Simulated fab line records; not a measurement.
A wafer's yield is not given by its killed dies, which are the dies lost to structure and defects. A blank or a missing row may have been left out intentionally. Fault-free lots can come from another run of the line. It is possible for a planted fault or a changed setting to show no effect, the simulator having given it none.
Code-filled problem report in 8D (eight disciplines) form ; flow gf180mcu ; the parts of the form that need people (team, actions taken, sign-off) are left out

== 1. THE PROBLEM ==
V4_CVD_00_THK at GF_V4_THK_MEAS_01 reads a mean of 292 nm on 2 wafers of 1 lot; wafers without a fault read 600 nm with a standard deviation of 6.4. Measured from the usual mean, that is -48 standard deviations.
Seen first at day 28 19:04 on film-metro-03, wafer L893.1. The record has a number at this step for 36 wafers belonging to 12 lots. The rule behind "out" and "out of limits": a value lying over 4 standard deviations away from the usual mean. Any other wafer with a number is counted as sound.

== 2. WHAT THIS IS AND IS NOT ==
question;is;is not
which readings at this step;V4_CVD_00_THK;-
which lots;L893;L877, L878, L880, L881, L882, L883, L884, L885, L886, L888, L897
which wafers of those lots;L893.1, L893.4;L893.5
read on which gauges;film-metro-03;film-metro-01, film-metro-02
when;from day 28 19:04;"up to then (31 sound wafers); but 3 sound wafers of L897 came after"

== 3. SUSPECTS, AND WHAT RULES EACH OUT ==
Counting: any tool at a process step up to the reading remains a suspect provided it ran every lot that is out. Sound lots after the first of them don't rule it out here, since some wafers of a struck lot are sound.
- ruled out: the gauge at GF_V4_THK_MEAS_01. All the wafers that are out were read on film-metro-03, but those of them that GF_V4_CVD_00 has rows for are out there too, on other tools.
- cvd-w-01 at GF_V3_CVD_23 (deposits W, target thk 350 nm, time 104.9 s): kept. It ran the lot that is out, L893 (day 27 22:18); its last sound lot up to then is L888 (day 26 05:52).
- pvd-sputter-03 at GF_M4_SPUTTER_00 (material Ti, target thk 37.5 nm, time 150 s): kept. It ran the lot that is out, L893 (day 27 22:53); its last sound lot up to then is L886 (day 25 16:53).
- hdpcvd-01 at GF_V4_CVD_00 (deposits SiO2, target thk 600 nm, time 100 s): kept. It ran the lot that is out, L893 (day 28 18:59); its last sound lot up to then is L888 (day 27 04:20). On those wafers its own readings are out: sih4-flow-sccm.
- The sound lot-mates ran in chamber 1 of hdpcvd-01 at GF_V4_CVD_00, but the wafers that are out ran in chamber 0.
Still standing after the count: cvd-w-01 at GF_V3_CVD_23, pvd-sputter-03 at GF_M4_SPUTTER_00, hdpcvd-01 at GF_V4_CVD_00.

== 4. THE CAUSE (what the simulator had put in) ==
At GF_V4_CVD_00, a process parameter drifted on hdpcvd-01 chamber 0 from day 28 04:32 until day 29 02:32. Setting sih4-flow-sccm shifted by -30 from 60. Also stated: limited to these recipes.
3 suspects survive the count, and this tool is in that group.

== 5. THE EFFECT CHAIN, in route order ==
Each row: a reading where the mean over the struck wafers with a number is more than 3 standard deviations away from the usual. Only readings for which the record gives a usual standard deviation are gone through. hours: the time from each lot's start at the first step in this table that gives one to its start at this step, as a median over the lots. sigmas: the change in usual standard deviations.
hours;step;reading;usual;on struck wafers;change;sigmas
0;GF_V4_CVD_00;sih4-flow-sccm;60.01 sccm;30.08;-29.93;-99 or more
0;GF_V4_THK_MEAS_01;V4_CVD_00_THK;600 nm;292;-308;-48
Process steps it contains:
- GF_V4_CVD_00: deposits SiO2, target thk 600 nm, time 100 s.
Later steps that measure or inspect, where all struck wafers having a row at the step show a number for every such reading and not one has moved that far: GF_V4_CD_MEAS_14.

== 6. HOW IT WOULD HAVE BEEN CAUGHT EARLIER ==
In this record the first reading out of limits at a measuring or inspecting step was taken at day 28 19:04, 15 hours after the fault began at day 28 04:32.
Tool's own readings at GF_V4_CVD_00, sih4-flow-sccm: out on all struck wafers the step has rows for; an alarm limit on them would have tripped on the first.
By day 28 19:04 the whole set of lots that are out, 1 in number, had already begun GF_V4_CVD_00 on hdpcvd-01. Holding the tool at that point would not have protected any of them.
